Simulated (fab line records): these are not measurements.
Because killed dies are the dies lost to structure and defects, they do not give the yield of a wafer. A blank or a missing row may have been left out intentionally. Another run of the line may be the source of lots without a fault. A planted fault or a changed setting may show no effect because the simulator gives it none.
A lot that was struck, set against a sound lot | flow gf180mcu | 14 steps out of a route of 602
Sound: wafers L665.1, L665.3, L665.6. Wafers struck: L656.2, L656.3, L656.5. Last of all comes the cause.
For every step that has rows: the tool of each side, followed by ch and its chambers, followed by its first start. Under that, the readings that differ: sound wafers | struck wafers | difference of the means | sigmas: that difference in standard deviations of wafers without a fault.
alike: readings with means less than 2 such deviations apart, plus words and numbers identical on both sides. not compared: withheld readings, readings lacking a value on some wafer, bounds such as >300 that could conceal the same value, and numbers that have no deviation in the record and whose values overlap.
Wherever a step has rows on one side only, a row that says differs or no value, or a row with sigmas, the two part there. Numbers that have no deviation but don't overlap get no sigmas and don't part them. A reading missing from all wafers of one side parts the sides only when that side holds two or more wafers.

GF_M4_SPUTTER_00: material Ti, target thk 37.5 nm, time 150 s.
  sound on pvd_sputter-02 at day 28 23:58; struck on pvd_sputter-04 at day 26 09:22
  alike: throttle_valve_pct
GF_M4_SPUTTER_01: material TiN, target thk 30 nm, time 25 s.
  sound on pvd_sputter-02 at day 29 00:04; struck on pvd_sputter-04 at day 26 09:28
  alike: throttle_valve_pct
GF_M4_SPUTTER_02: material AlCu, target thk 450 nm, time 23.9 s.
  sound on pvd_sputter-02 at day 29 00:06; struck on pvd_sputter-04 at day 26 09:29
  alike: throttle_valve_pct
GF_M4_SPUTTER_03: material Ti, target thk 10 nm, time 6.7 s.
  sound on pvd_sputter-02 at day 29 00:08; struck on pvd_sputter-04 at day 26 09:31
  alike: throttle_valve_pct
GF_M4_SPUTTER_04: material TiN, target thk 50 nm, time 41.7 s.
  sound on pvd_sputter-02 at day 29 00:09; struck on pvd_sputter-04 at day 26 09:32
  alike: throttle_valve_pct
GF_M4_RS_MEAS_05: the measuring method here is four-point-probe.
  sound on film_metro-03 at day 29 00:11; struck on film_metro-03 at day 26 09:36
  alike: M4_ALCU_RS
GF_M4_THK_MEAS_06: measures by xrf.
  sound on film_metro-03 at day 29 00:19; struck on film_metro-03 at day 26 09:43
  alike: M4_ALCU_THK
then, 5 steps without rows for these wafers: GF_M4_DEHYDRATE_07 (time 60 s); GF_M4_HMDS_08 (prime time 60 s); GF_M4_COAT_09 (resist thk 1000 nm); GF_M4_SOFTBAKE_10 (time 60 s); GF_M4_EXPOSE_11 (exposes mask Metal4, target cd 280 nm).
GF_M4_PEB_12: peb time 90 s.
  sound on litho_track-04 ch 0, day 29 19:06; struck on litho_track-04, day 27 06:14
  no value came back on the struck wafers for chill_plate_temp_C (C), exhaust_pa (Pa); on the sound wafers chill_plate_temp_C (C) reads 22.97 22.91 23.02
then, 1 step without rows for these wafers: GF_M4_DEVELOP_13 (develop time 60 s).

== WHERE THEY PART ==
Only at GF_M4_PEB_12, within this record.

WHY: the cause the simulator had injected
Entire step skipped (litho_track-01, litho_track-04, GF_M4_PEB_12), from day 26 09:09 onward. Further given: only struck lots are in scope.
